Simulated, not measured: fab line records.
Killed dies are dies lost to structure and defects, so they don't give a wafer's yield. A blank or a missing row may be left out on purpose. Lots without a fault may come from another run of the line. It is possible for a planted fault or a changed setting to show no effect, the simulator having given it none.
A lot that was struck, set against a sound lot	flow sky130	14 out of 708 route steps
Sound: the wafers L631.1, L631.2, L631.5. Wafers struck: L643.2, L643.3, L643.5. Last of all comes the cause.
For every step that has rows: the tool of each side, followed by ch and its chambers, followed by its first start. Under that, the readings that differ: sound wafers	struck wafers	difference of the means	sigmas: that difference in standard deviations of wafers without a fault.
alike: readings with means less than 2 such deviations apart, plus words and numbers identical on both sides. not compared: withheld readings, readings lacking a value on some wafer, bounds such as >300 that could conceal the same value, and numbers that have no deviation in the record and whose values overlap.
The two part at a step that has a row with sigmas, a row that says differs or no value, or rows on one side only. Non-overlapping numbers with no deviation appear without sigmas and do not part them. A reading that every wafer of one side lacks parts them only if that side has two wafers or more.

first, 7 steps without rows for these wafers: SKY_LDD_N_DEHYDRATE_00 (time 60 s); SKY_LDD_N_HMDS_01 (prime time 60 s); SKY_LDD_N_COAT_02 (resist thk 300 nm); SKY_LDD_N_SOFTBAKE_03 (time 60 s); SKY_LDD_N_EXPOSE_04 (exposes mask NTM, target cd 840 nm); SKY_LDD_N_PEB_05; SKY_LDD_N_DEVELOP_06 (develop time 60 s).
SKY_LDD_N_OVL_MEAS_07:
  struck on overlay-01, day 24 13:53; sound on overlay-01, day 19 21:38
  alike: LDD_N_OVL
then, 4 steps without rows for these wafers: SKY_LDD_N_IMPLANT_08; SKY_LDD_N_IMPLANT_09; SKY_LDD_N_IMPLANT_10; SKY_LDD_N_IMPLANT_11.
SKY_LDD_N_IMPLANT_12:
  struck on implanter-04, day 24 14:32; sound on implanter-02 ch 0, day 19 22:16
  no value came back on the struck wafers for beam-energy-keV, beam-on-s (s), tilt-deg (degrees); on the sound wafers beam-energy-keV reads 50.007 50.011 50.002
after that, 1 step had no rows for these wafers: SKY_LDD_N_IMPLANT_13.

WHERE THEY PART
Only at SKY_LDD_N_IMPLANT_12, as far as this record shows.

WHY: whatever the simulator had introduced
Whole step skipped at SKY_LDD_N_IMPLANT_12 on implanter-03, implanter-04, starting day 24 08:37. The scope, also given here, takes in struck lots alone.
